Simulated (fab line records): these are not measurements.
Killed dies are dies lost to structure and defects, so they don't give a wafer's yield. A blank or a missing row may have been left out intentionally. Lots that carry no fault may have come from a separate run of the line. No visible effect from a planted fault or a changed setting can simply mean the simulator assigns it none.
Which tool was responsible? ; flow gf180mcu ; Sampling: 12 lots, 36 wafers, 4 of 602 route steps

WHAT THE GAUGES SHOWED, per wafer
GF_V2_CD_MEAS_14: the cd target is 260 nm.
lot;measured;on;cdNm (nm)
L414;day 20 16:35;cdSem-01;259.1 259.8 260.4
L417;day 21 16:17;cdSem-01;261.8 261.4 262.7
L418;day 22 06:28;cdSem-01;260.9 260.1 260.4
L426;day 24 22:47;cdSem-01;260.9 262.0 261.7
L427;day 25 04:36;cdSem-01;259.1 260.3 259.4
L428;day 25 13:47;cdSem-01;263.3 262.0 260.4
L429;day 25 21:17;cdSem-01;261.1 259.9 259.6
L430;day 26 06:50;cdSem-01;258.5 259.4 259.6
L432;day 26 22:05;cdSem-01;258.3 258.0 257.1
L433;day 27 04:53;cdSem-01;260.2 259.5 259.9
L434;day 27 12:08;cdSem-02;258.7 259.0 258.2
L436;day 27 21:44;cdSem-02;261.7 259.2 260.2

GF_V3_THK_MEAS_01.
lot;measured;on;V3_CVD_00_THK (nm)
L414;day 21 19:20;filmMetro-02;600 600 595
L417;day 22 18:37;filmMetro-02;506 509 507
L418;day 23 08:06;filmMetro-04;519 513 520
L426;day 25 23:13;filmMetro-03;598 604 603
L427;day 26 04:35;filmMetro-04;603 600 610
L428;day 26 13:40;filmMetro-04;603 607 605
L429;day 26 20:11;filmMetro-02;599 604 594
L430;day 27 05:22;filmMetro-03;598 601 595
L432;day 27 21:20;filmMetro-03;602 610 594
L433;day 28 03:23;filmMetro-04;606 599 602
L434;day 28 10:35;filmMetro-02;603 600 599
L436;day 28 18:49;filmMetro-04;603 613 604

TOOL THAT RAN EACH LOT (tool first, then ch and the chambers of the sampled wafers, then the start)
lot;GF_M3_STRIP_17;GF_V3_CVD_00
L414;plasmaAsher-01 ch 0,1, day 21 18:44;hdpcvd-02 ch 0,1,2, day 21 19:16
L417;plasmaAsher-02 ch 0,1, day 22 17:59;hdpcvd-02 ch 1,2, day 22 18:33
L418;plasmaAsher-02 ch 0,1, day 23 07:31;hdpcvd-02 ch 0,1, day 23 08:01
L426;plasmaAsher-03 ch 0,1, day 25 22:36;hdpcvd-01 ch 0,1,2, day 25 23:09
L427;plasmaAsher-03 ch 0,1, day 26 03:57;hdpcvd-01 ch 1,2, day 26 04:29
L428;plasmaAsher-03 ch 0,1, day 26 13:04;hdpcvd-02 ch 0,1,2, day 26 13:36
L429;plasmaAsher-01 ch 0,1, day 26 19:34;hdpcvd-02 ch 0,1,2, day 26 20:07
L430;plasmaAsher-01 ch 0,1, day 27 04:46;hdpcvd-01 ch 0,1,2, day 27 05:17
L432;plasmaAsher-02 ch 0,1, day 27 20:42;hdpcvd-02 ch 0,1,2, day 27 21:16
L433;plasmaAsher-03 ch 0,1, day 28 02:46;hdpcvd-02 ch 1,2, day 28 03:19
L434;plasmaAsher-02 ch 0,1, day 28 09:58;hdpcvd-02 ch 0,1,2, day 28 10:31
L436;plasmaAsher-02 ch 0,1, day 28 18:13;hdpcvd-01 ch 0,2, day 28 18:45
- GF_M3_STRIP_17: strips in O2/N2.
- GF_V3_CVD_00: deposits SiO2, target thk 600 nm, time 100 s.

AS READ BY THE TOOLS THEMSELVES (means over the sampled wafers that have a number; for cases with no such wafer, the mark the record gives instead)
GF_M3_STRIP_17.
lot;tool;drypumpMotorCurrentA (A);heaterPowerW (W);oesProductAu (a.u.);stripTimeToEndpointS (s)
L414;plasmaAsher-01;6.3;325;0.534;7.39
L417;plasmaAsher-02;6.2;311;0.539;7.37
L418;plasmaAsher-02;6.2;312;0.536;7.43
L426;plasmaAsher-03;5.3;324;0.533;7.39
L427;plasmaAsher-03;5.3;329;0.542;7.42
L428;plasmaAsher-03;5.3;322;0.535;7.37
L429;plasmaAsher-01;6.2;325;0.539;7.39
L430;plasmaAsher-01;5.7;320;0.532;7.30
L432;plasmaAsher-02;6.0;311;0.540;7.38
L433;plasmaAsher-03;5.1;317;0.539;7.35
L434;plasmaAsher-02;6.0;310;0.536;7.34
L436;plasmaAsher-02;6.3;313;0.537;7.34

GF_V3_CVD_00.
lot;tool;sih4FlowSccm (sccm);susceptorTempC (C)
L414;hdpcvd-02;60.11;400.11
L417;hdpcvd-02;51.17;399.88
L418;hdpcvd-02;51.04;400.22
L426;hdpcvd-01;59.76;399.92
L427;hdpcvd-01;59.99;400.06
L428;hdpcvd-02;59.89;400.01
L429;hdpcvd-02;59.92;400.24
L430;hdpcvd-01;60.08;400.22
L432;hdpcvd-02;59.95;399.95
L433;hdpcvd-02;60.17;399.87
L434;hdpcvd-02;60.08;400.08
L436;hdpcvd-01;60.15;400.02

THE ANSWER, worked out from the rows above alone
Rule: what is usual is taken from the lots themselves. Put in order of their means at a reading, lots are off if they are a third of the lots or fewer, leave a main group of 4 or more, and stand apart from it by a gap of 3 or more times the standard deviation of the main group's means; of several such gaps the widest counts. A main group whose means are all the same, to the digits that the tables above print for the reading, isn't used. Also off: a lot with no number at a reading for which 4 or more lots have one. The other lots that the step has rows for count as sound. After the gauges, taken in route order, come the tools' own readings; for these a lot's mean is taken, as printed above. At the first step where some lot is off, the reading lying furthest off is the one used; lots without a number count as furthest.
Off: at GF_V3_THK_MEAS_01 (V3_CVD_00_THK), L417, L418. Mean 602 nm and standard deviation 2.8 in the main group.
A tool fits if, at a process step before that reading, it ran every lot that is off, and no sound lot after the first of them. Not tried: the gauges at GF_V3_THK_MEAS_01; whatever is off there is also off at GF_V3_CVD_00, on other tools, and gauge error can't account for it. Of those tried, none fits.

WHAT THE SIMULATOR HAD PUT IN
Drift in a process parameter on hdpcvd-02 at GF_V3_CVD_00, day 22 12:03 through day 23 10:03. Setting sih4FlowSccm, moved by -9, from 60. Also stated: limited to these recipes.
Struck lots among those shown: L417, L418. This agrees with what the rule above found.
